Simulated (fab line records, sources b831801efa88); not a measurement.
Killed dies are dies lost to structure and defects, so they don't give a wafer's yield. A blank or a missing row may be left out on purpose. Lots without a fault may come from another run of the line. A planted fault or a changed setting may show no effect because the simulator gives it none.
Chamber matching | flow sfq_line | SFQ_TRILAYER_I7_CMP_CMP_184 on cmp-01: 4 sister chambers
The step polishes SiO2. 4 wafers are shown with their chamber, then 7 later ones without.

WAFERS WITH THEIR CHAMBER
wafer  | chamber | motor_current_A (A)
L683.4 | 1       | 9.0
L683.5 | 3       | 11.1
L684.1 | 0       | 11.9
L684.4 | 2       | 11.2

WAFERS WITHOUT THEIR CHAMBER
wafer  | motor_current_A (A)
L684.6 | 11.6
L685.3 | 10.5
L685.1 | 11.7
L685.5 | 11.0
L688.1 | 11.7
L688.4 | 11.1
L688.6 | 11.5

WHICH CHAMBER EACH WENT THROUGH
wafer  | from the rows above          | in truth
L684.6 | can't be placed: 0 or 2 or 3 | 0
L685.3 | can't be placed: 3 or 2      | 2
L685.1 | can't be placed: 0 or 2 or 3 | 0
L685.5 | can't be placed: 3 or 2      | 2
L688.1 | can't be placed: 0 or 2 or 3 | 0
L688.4 | can't be placed: 3 or 2      | 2
L688.6 | can't be placed: 2 or 0 or 3 | 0
Placed correctly: 0 of 7. Can't be placed from these rows: 7 (the true chamber is among the candidates in 7). Placed wrongly: 0.
How it was worked out, from the rows above alone: a wafer's distance from a chamber is the root of the sum, over the readings, of the square of ((its reading less the chamber's mean) divided by the reading's scatter). The wafer belongs to the nearest chamber; if the next one is less than 2 further off, it can't be placed. A chamber's mean is the mean of its shown wafers. The scatter: with one shown wafer a chamber, the root of the mean of the squares of how far each hidden wafer lies from its nearest shown one.
